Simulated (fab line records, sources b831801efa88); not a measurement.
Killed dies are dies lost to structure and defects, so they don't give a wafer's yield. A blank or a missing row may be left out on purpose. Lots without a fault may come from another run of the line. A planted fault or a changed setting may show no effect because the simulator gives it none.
fab line records | flow gf180mcu
record lots=5 wafers=15 last_day=34
route steps=602 shown MVSD@70 MVPSD@78 VT_IMPLANT@90
lots that met no fault: from a run of the same line without faults
start_h: hours from the record's first day to the start of the lot's first wafer shown | wait_h: hours since the lot's step before | " the same as in the row above | L1.1+2: a row that stands for several wafers | - no value, or no start given | * or withheld: withheld | < > ~ a bound
route shown NAME@n: a module of which the file shows steps, and the number in the route of the first | usual: mean/standard deviation of fault-free wafers | same: alike in all rows | chamber/n: place in a boat | sites: the reading at each site | _std_site: their standard deviation | _edge_site: outer sites' mean less inner sites' | radius_mm: how far each site lies from the wafer's centre | mask NAME#n: copy n | behind: the tool/chamber that last shaped the wafer | hold: why the lot was held/for how many hours/how that ended | device: the transistor (n, p or np) that didn't switch | end of line: the same wafers' tests at the end of the route | a step without rows: its recipe alone | killed: dies lost to structure and defects at the first sort, not the wafer's yield | map: a wafer's dies, x killed, . not, _ none there
set.NAME: the setting as run; set.NAME@STEP: as run at that earlier step | model.NAME: the simulator's own value behind a step, which no gauge read
lots at some steps of the route; a table a step, a row a wafer
services: from which hour (start_h, from the record's first day; less than 0 if before it) a tool's chamber was out of use, for how many hours, and why
## steps
# step GF_MVSD_EXPOSE_04
# recipe mask_id=MVSD target_cd_nm=1000 na=0.6 source_shape=conventional sigma_outer=0.6 dose_mj=260
# step GF_MVSD_PEB_05
# recipe temp_c=115 time_s=withheld
# step GF_MVSD_DEVELOP_06
# recipe wall_angle_deg=90 develop_time_s=60 dev_temp_c=23
# step GF_MVSD_OVL_MEAS_07
# usual MVSD_OVL=0.1/1.1
# columns lot.wafer tool chamber start_h wait_h MVSD_OVL[nm]
L699.2 overlay-02 - 130.85 - -0.8
L699.5 " - " " -0.2
L699.6 " - " " 0.0
L701.1 overlay-01 - 142.10 - -0.4
L701.2 " - " " 0.5
L701.5 " - " " 0.8
L707.2 overlay-01 - 176.34 - -0.4
L707.5 " - " " 1.5
L707.6 " - " " -0.8
L708.1 overlay-02 - 181.36 - -0.3
L708.4 " - " " 0.1
L708.5 " - " " 2.1
L712.2 overlay-01 - 204.61 - -1.3
L712.5 " - " " -1.0
L712.6 " - " " -0.2
# step GF_MVSD_IMPLANT_08
# recipe species=P energy_kev=400 dose_cm2=1.6e+13 tilt_deg=0
# step GF_MVSD_IMPLANT_09
# recipe species=P energy_kev=100 dose_cm2=5e+12 tilt_deg=0
# step GF_MVSD_STRIP_10
# recipe chemistry=O2/N2 power_w=1400 pressure_mtorr=1500 platen_temp_c=250 o2_flow_sccm=3000 n2_flow_sccm=300 overash_fraction=0.5
# usual drypump_motor_current_A=5.62/0.28 heater_power_w=375/35 oes_product_au=0.722/0.0048 strip_time_to_endpoint_s=36.99/0.093
# same overash_fraction=0.5
# columns lot.wafer tool chamber start_h wait_h drypump_motor_current_A heater_power_w oes_product_au rf_hours_counter_h strip_time_to_endpoint_s
L699.2 plasma_asher-03 1 131.18 0.1 5.37 373 0.716 50 37.08
L699.5 " 1 " " 5.35 374 0.721 - 37.04
L699.6 " 0 " " 6.23 375 0.716 - 37.01
L701.1 plasma_asher-01 1 142.43 0.1 5.74 389 0.725 48 36.97
L701.2 " 0 " " 5.33 314 0.726 48 37.03
L701.5 " 1 " " 5.73 386 0.731 - 37.09
L707.2 plasma_asher-04 1 176.67 0.1 5.57 410 0.721 38 37.05
L707.5 " 0 " " 5.65 397 0.731 - 37.07
L707.6 " 1 " " 5.57 413 0.718 - 37.08
L708.1 plasma_asher-04 1 181.69 0.1 5.57 417 0.720 38 37.05
L708.4 " 0 " " 5.66 377 0.727 - 37.08
L708.5 " 0 " " 5.67 393 0.713 - 37.04
L712.2 plasma_asher-01 1 204.94 0.1 5.75 371 0.719 53 37.08
L712.5 " 0 " " 5.31 316 0.718 - 37.04
L712.6 " 1 " " 5.74 382 0.720 - 37.11
# step GF_MVSD_TW_MEAS_11
# usual MVSD_TW=1572/12
# columns lot.wafer tool chamber start_h wait_h MVSD_TW
L699.2 film_metro-04 - 131.29 0.1 1563
L699.5 " - " " 1565
L699.6 " - " " 1565
L701.1 film_metro-01 - 142.53 0.1 1572
L701.2 " - " " 1575
L701.5 " - " " 1574
L707.2 film_metro-03 - 176.78 0.1 1577
L707.5 " - " " 1577
L707.6 " - " " 1581
L708.1 film_metro-01 - 181.79 0.1 1579
L708.4 " - " " 1583
L708.5 " - " " 1577
L712.2 film_metro-04 - 205.13 0.2 1589
L712.5 " - " " 1588
L712.6 " - " " 1584
# step GF_MVPSD_DEHYDRATE_00
# recipe temp_c=200 time_s=60
# step GF_MVPSD_HMDS_01
# recipe prime_time_s=60 prime_temp_c=120
# step GF_MVPSD_COAT_02
# recipe spin_rpm=2000 resist_thk_nm=3000
# step GF_MVPSD_SOFTBAKE_03
# recipe temp_c=110 time_s=withheld
# step GF_MVPSD_EXPOSE_04
# recipe mask_id=MVPSD target_cd_nm=1000 na=0.6 source_shape=conventional sigma_outer=0.6 dose_mj=260
# columns lot.wafer tool chamber start_h wait_h mask
L699.2+5+6 iline_stepper-02 0 139.08 - MVPSD#0
L701.1+2+5 iline_stepper-01 0 149.91 - MVPSD#0
L707.2+5+6 iline_stepper-01 0 184.53 - LVPWELL_LV_AREA#0
L708.1+4+5 iline_stepper-02 0 190.62 - MVPSD#0
L712.2+5+6 iline_stepper-01 0 214.43 - MVPSD#0
# step GF_MVPSD_PEB_05
# recipe temp_c=115 time_s=withheld
# step GF_MVPSD_DEVELOP_06
# recipe wall_angle_deg=90 develop_time_s=60 dev_temp_c=23
# step GF_MVPSD_OVL_MEAS_07
# usual MVPSD_OVL=0.9/1.2
# columns lot.wafer tool chamber start_h wait_h MVPSD_OVL[nm]
L699.2 overlay-02 - 146.34 - 2.1
L699.5 " - " " -0.2
L699.6 " - " " -0.6
L701.1 overlay-01 - 157.69 - 0.4
L701.2 " - " " -0.8
L701.5 " - " " 1.3
L707.2 overlay-02 - 193.16 - -
L707.5 " - " " -
L707.6 " - " " -
L708.1 overlay-02 - 199.19 - 3.6
L708.4 " - " " 2.8
L708.5 " - " " 3.4
L712.2 overlay-02 - 222.89 - 2.2
L712.5 " - " " 1.0
L712.6 " - " " 1.1
# step GF_MVPSD_IMPLANT_08
# recipe species=B energy_kev=170 dose_cm2=1.5e+13 tilt_deg=0
# step GF_MVPSD_IMPLANT_09
# recipe species=B energy_kev=40 dose_cm2=5e+12 tilt_deg=0
# step GF_MVPSD_STRIP_10
# recipe chemistry=O2/N2 power_w=1400 pressure_mtorr=1500 platen_temp_c=250 o2_flow_sccm=3000 n2_flow_sccm=300 overash_fraction=0.5
# usual drypump_motor_current_A=5.7/0.47 heater_power_w=350/30 oes_product_au=0.722/0.0046 strip_time_to_endpoint_s=36.99/0.09
# same overash_fraction=0.5
# columns lot.wafer tool chamber start_h wait_h drypump_motor_current_A heater_power_w oes_product_au rf_hours_counter_h strip_time_to_endpoint_s
L699.2 plasma_asher-01 0 146.67 0.1 5.3 315 0.718 49 36.92
L699.5 " 0 " " 5.3 313 0.724 - 37.06
L699.6 " 1 " " 5.7 379 0.725 - 36.93
L701.1 plasma_asher-01 1 158.03 0.1 5.7 384 0.717 50 36.91
L701.2 " 0 " " 5.3 311 0.725 50 36.94
L701.5 " 0 " " 5.3 313 0.714 - 36.94
L707.2 plasma_asher-01 0 193.49 0.1 5.3 306 0.718 52 36.87
L707.5 " 1 " " 5.8 373 0.727 - 37.01
L707.6 " 0 " " 5.3 311 0.727 - 36.82
L708.1 plasma_asher-03 0 199.53 0.1 6.3 382 0.720 58 36.97
L708.4 " 0 " " 6.2 382 0.723 - 37.08
L708.5 " 0 " " 6.2 363 0.720 - 37.02
L712.2 plasma_asher-01 1 223.22 0.1 5.8 384 0.722 56 37.07
L712.5 " 1 " " 5.8 378 0.732 - 37.05
L712.6 " 0 " " 5.3 304 0.722 - 37.09
# step GF_MVPSD_TW_MEAS_11
# usual MVPSD_TW=551/3.7
# columns lot.wafer tool chamber start_h wait_h MVPSD_TW
L699.2 film_metro-03 - 146.78 0.1 549
L699.5 " - " " 545
L699.6 " - " " 546
L701.1 film_metro-03 - 158.13 0.1 545
L701.2 " - " " 548
L701.5 " - " " 543
L707.2 film_metro-01 - 193.60 0.1 30
L707.5 " - " " 30
L707.6 " - " " 30
L708.1 film_metro-04 - 199.63 0.1 557
L708.4 " - " " 556
L708.5 " - " " 555
L712.2 film_metro-01 - 223.33 0.1 550
L712.5 " - " " 547
L712.6 " - " " 549
# step GF_VT_IMPLANT_DEHYDRATE_00
# recipe temp_c=200 time_s=60
# step GF_VT_IMPLANT_HMDS_01
# recipe prime_time_s=60 prime_temp_c=120
# step GF_VT_IMPLANT_COAT_02
# recipe resist=NOVOLAK spin_rpm=3000 resist_thk_nm=1000
# step GF_VT_IMPLANT_SOFTBAKE_03
# recipe temp_c=90 time_s=60 resist=NOVOLAK
# step GF_VT_IMPLANT_EXPOSE_04
# recipe mask_id=LVPWELL_LV_AREA target_cd_nm=600 na=0.6 source_shape=conventional sigma_outer=0.6 dose_mj=140
# step GF_VT_IMPLANT_PEB_05
# recipe temp_c=withheld time_s=* resist=NOVOLAK
# step GF_VT_IMPLANT_DEVELOP_06
# recipe develop_time_s=60 dev_temp_c=23
# step GF_VT_IMPLANT_OVL_MEAS_07
# usual VT_IMPLANT_OVL=0.3/1.6
# columns lot.wafer tool chamber start_h wait_h VT_IMPLANT_OVL[nm]
L699.2 overlay-02 - 162.90 0.1 3.7
L699.5 " - " " 3.3
L699.6 " - " " 1.8
L701.1 overlay-01 - 174.04 0.1 0.0
L701.2 " - " " -1.0
L701.5 " - " " 0.6
L707.2 overlay-01 - 210.76 0.1 -0.9
L707.5 " - " " -0.5
L707.6 " - " " -0.6
L708.1 overlay-02 - 216.45 0.1 -0.3
L708.4 " - " " -0.7
L708.5 " - " " -2.1
L712.2 overlay-01 - 241.66 0.1 0.4
L712.5 " - " " 0.4
L712.6 " - " " 1.7
# step GF_VT_IMPLANT_IMPLANT_08
# recipe species=BF2 energy_kev=20 dose_cm2=8.29e+12 tilt_deg=7
# step GF_VT_IMPLANT_STRIP_09
# recipe chemistry=O2/N2 power_w=1400 pressure_mtorr=1500 platen_temp_c=250 o2_flow_sccm=3000 n2_flow_sccm=300 overash_fraction=0.5
# usual drypump_motor_current_A=5.8/0.47 heater_power_w=375/27 oes_product_au=0.716/0.0042 strip_time_to_endpoint_s=12.64/0.031
# same overash_fraction=0.5
# columns lot.wafer tool chamber start_h wait_h drypump_motor_current_A heater_power_w oes_product_au rf_hours_counter_h strip_time_to_endpoint_s
L699.2 plasma_asher-02 0 163.08 0.1 6.9 346 0.721 5 12.67
L699.5 " 0 " " 6.8 339 0.723 - 12.65
L699.6 " 1 " " 5.6 329 0.718 - 12.67
L701.1 plasma_asher-03 1 174.23 0.1 5.3 378 0.711 55 12.58
L701.2 " 0 " " 6.2 379 0.721 55 12.63
L701.5 " 0 " " 6.3 377 0.719 - 12.65
L707.2 plasma_asher-03 0 210.94 0.1 6.2 382 0.714 60 12.56
L707.5 " 0 " " 6.2 370 0.716 - 12.60
L707.6 " 1 " " 5.3 368 0.713 - 12.59
L708.1 plasma_asher-04 0 216.64 0.1 5.7 395 0.715 40 12.64
L708.4 " 0 " " 5.7 386 0.716 - 12.69
L708.5 " 0 " " 5.6 395 0.717 - 12.69
L712.2 plasma_asher-02 0 241.88 0.1 6.8 333 0.714 14 12.65
L712.5 " 1 " " 5.7 335 0.722 - 12.65
L712.6 " 0 " " 6.8 345 0.720 - 12.65
# step GF_VT_IMPLANT_TW_MEAS_10
# usual VT_IMPLANT_TW=560/3.7
# columns lot.wafer tool chamber start_h wait_h VT_IMPLANT_TW
L699.2 film_metro-01 - 163.19 0.1 567
L699.5 " - " " 565
L699.6 " - " " 569
L701.1 film_metro-02 - 174.33 0.1 559
L701.2 " - " " 560
L701.5 " - " " 559
L707.2 film_metro-02 - 211.05 0.1 685
L707.5 " - " " 685
L707.6 " - " " 685
L708.1 film_metro-02 - 216.74 0.1 556
L708.4 " - " " 559
L708.5 " - " " 558
L712.2 film_metro-01 - 241.99 0.1 567
L712.5 " - " " 566
L712.6 " - " " 564
# step GF_VT_IMPLANT_DEHYDRATE_11
# recipe temp_c=200 time_s=60
## services
# columns tool chamber start_h hours kind
plasma_asher-02 - 108.75 9.0 pm
plasma_asher-02 0 108.75 9.0 vent_cycle
plasma_asher-02 1 108.75 9.0 vent_cycle
plasma_asher-02 0 117.75 - clean
plasma_asher-02 1 117.75 - clean
plasma_asher-01 - 148.65 1.4 repair
plasma_asher-01 - 163.07 14.6 pm
plasma_asher-04 - 205.41 1.7 repair
plasma_asher-02 - 221.07 2.8 pm
## key
first_sign step=GF_MVPSD_EXPOSE_04 reading=mask direction=changed
effect step=GF_MVPSD_OVL_MEAS_07 reading=MVPSD_OVL direction=missing
effect step=GF_MVPSD_TW_MEAS_11 reading=MVPSD_TW direction=down sigmas=99+ usual=551 struck=30
effect step=GF_VT_IMPLANT_TW_MEAS_10 reading=VT_IMPLANT_TW direction=up sigmas=34 usual=560 struck=685
met_at GF_MVPSD_EXPOSE_04
struck_wafers L707.2,L707.5,L707.6
sort_left_out L707.2,L707.5,L707.6
tester_left_out L707
onset_between 149.91 184.53
fault kind=wrong_mask tool=any chamber=- onset_h=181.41 steps=GF_MVPSD_EXPOSE_04 aux_copy=LVPWELL_LV_AREA#0 scope=struck_lots_only
# tester_left_out: of these lots the tester's yield and bins aren't shown, on N5 and GAA mostly nor the transistor test; their killed dies are dies lost to structure and defects alone, not to doping, threshold or leakage, so they don't give the yield
# sort_left_out: the simulated sort isn't trusted on such a fault, so these wafers' sort isn't shown, and their yield isn't known
